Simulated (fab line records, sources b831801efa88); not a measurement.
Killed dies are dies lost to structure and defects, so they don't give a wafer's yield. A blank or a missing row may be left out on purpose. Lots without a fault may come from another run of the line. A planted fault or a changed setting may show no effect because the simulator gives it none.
Which tool did it? | flow gf180mcu | 11 lots, 33 wafers sampled, at 3 steps of a route of 602

WHAT THE GAUGES READ, wafer by wafer
GF_VT_IMPLANT_RS_MEAS_48: measures by four-point-probe. Usual: LVPWELL_RS 1196 ohm/sq, standard deviation 3.2.
lot  | measured     | on            | LVPWELL_RS (ohm/sq) | flag
L122 | day 7 19:50  | film_metro-02 | 1194 1195 1193      |
L123 | day 8 03:44  | film_metro-02 | 1192 1197 1193      |
L132 | day 10 16:36 | film_metro-04 | 1199 1201 1199      |
L133 | day 10 22:34 | film_metro-04 | 1199 1194 1199      |
L134 | day 11 04:52 | film_metro-03 | 1195 1196 1198      |
L136 | day 11 18:11 | film_metro-04 | 1194 1196 1195      |
L137 | day 12 00:29 | film_metro-02 | 1195 1190 1193      |
L138 | day 12 06:15 | film_metro-02 | 1192 1192 1192      |
L139 | day 12 14:06 | film_metro-04 | 1191 1196 1194      |
L140 | day 12 20:45 | film_metro-02 | 1194 1197 1193      |
L144 | day 14 01:22 | film_metro-02 | 1192 1196 1192      |

GF_POLY_GATE_THK_MEAS_01. Usual: POLY_GATE_CVD_00_THK 199.4 nm, standard deviation 2.2.
lot  | measured     | on            | POLY_GATE_CVD_00_THK (nm) | flag
L122 | day 8 16:37  | film_metro-02 | 200.8 199.6 200.0         |
L123 | day 9 03:07  | film_metro-04 | 195.7 195.8 197.5         |
L132 | day 11 17:05 | film_metro-02 | 200.9 200.1 199.8         |
L133 | day 11 22:17 | film_metro-02 | 170.3 171.4 171.0         | OFF
L134 | day 12 08:49 | film_metro-01 | 172.0 170.2 173.5         | OFF
L136 | day 12 19:58 | film_metro-02 | 200.0 199.0 197.4         |
L137 | day 13 04:08 | film_metro-04 | 198.0 197.2 198.3         |
L138 | day 13 08:44 | film_metro-04 | 196.6 196.7 197.8         |
L139 | day 13 14:22 | film_metro-04 | 199.8 197.9 199.8         |
L140 | day 13 23:59 | film_metro-01 | 197.9 198.6 199.0         |
L144 | day 15 04:10 | film_metro-04 | 195.1 196.0 198.1         |

WHICH TOOL RAN EACH LOT (tool, then ch and the chambers of the sampled wafers, then the start)
lot  | GF_POLY_GATE_CVD_00
L122 | lpcvd-01 ch 1, day 8 15:17
L123 | lpcvd-02 ch 0, day 9 01:07
L132 | lpcvd-01 ch 0, day 11 15:44
L133 | lpcvd-01 ch 0, day 11 20:55
L134 | lpcvd-01 ch 0, day 12 07:28
L136 | lpcvd-02 ch 1, day 12 18:38
L137 | lpcvd-02 ch 1, day 13 02:49
L138 | lpcvd-01 ch 1, day 13 07:24
L139 | lpcvd-02 ch 0, day 13 13:02
L140 | lpcvd-02 ch 1, day 13 22:38
L144 | lpcvd-01 ch 1, day 15 02:49
- GF_POLY_GATE_CVD_00: deposits poly-Si, target thk 200 nm, time 1200 s.

WHAT THE TOOLS THEMSELVES READ (means of the sampled wafers that have a number; where no wafer has one, the mark that the record gives instead)
GF_POLY_GATE_CVD_00. Usual: zone_power_lower_pct 8.91 %, standard deviation 0.19.
lot  | tool     | zone_power_lower_pct (%) | flag
L122 | lpcvd-01 | 8.71                     |
L123 | lpcvd-02 | 8.84                     |
L132 | lpcvd-01 | 8.89                     |
L133 | lpcvd-01 | 8.96                     |
L134 | lpcvd-01 | 8.96                     |
L136 | lpcvd-02 | 9.16                     |
L137 | lpcvd-02 | 9.09                     |
L138 | lpcvd-01 | 8.73                     |
L139 | lpcvd-02 | 8.85                     |
L140 | lpcvd-02 | 9.14                     |
L144 | lpcvd-01 | 8.67                     |

THE ANSWER, worked out from the rows above alone
Rule: a lot is off if the mean of its wafers that have a number lies more than 3 standard deviations from the usual mean. A lot without any number at a reading at which 4 lots or more have one is off too. The other lots that the step has rows for count as sound. The gauges are gone through in route order, then the tools' own readings, and for those a lot's mean is taken as printed above. The first step at which some lot is off is used, and at that step the reading that is off furthest; a lot without a number counts as furthest.
Off: L133, L134, at GF_POLY_GATE_THK_MEAS_01 (POLY_GATE_CVD_00_THK).
A tool fits if, at a process step before that reading, it ran every lot that is off, and no sound lot after the first of them. The gauges at GF_POLY_GATE_THK_MEAS_01 are tried like those tools. None of those tried fits.

WHAT THE SIMULATOR HAD PUT IN
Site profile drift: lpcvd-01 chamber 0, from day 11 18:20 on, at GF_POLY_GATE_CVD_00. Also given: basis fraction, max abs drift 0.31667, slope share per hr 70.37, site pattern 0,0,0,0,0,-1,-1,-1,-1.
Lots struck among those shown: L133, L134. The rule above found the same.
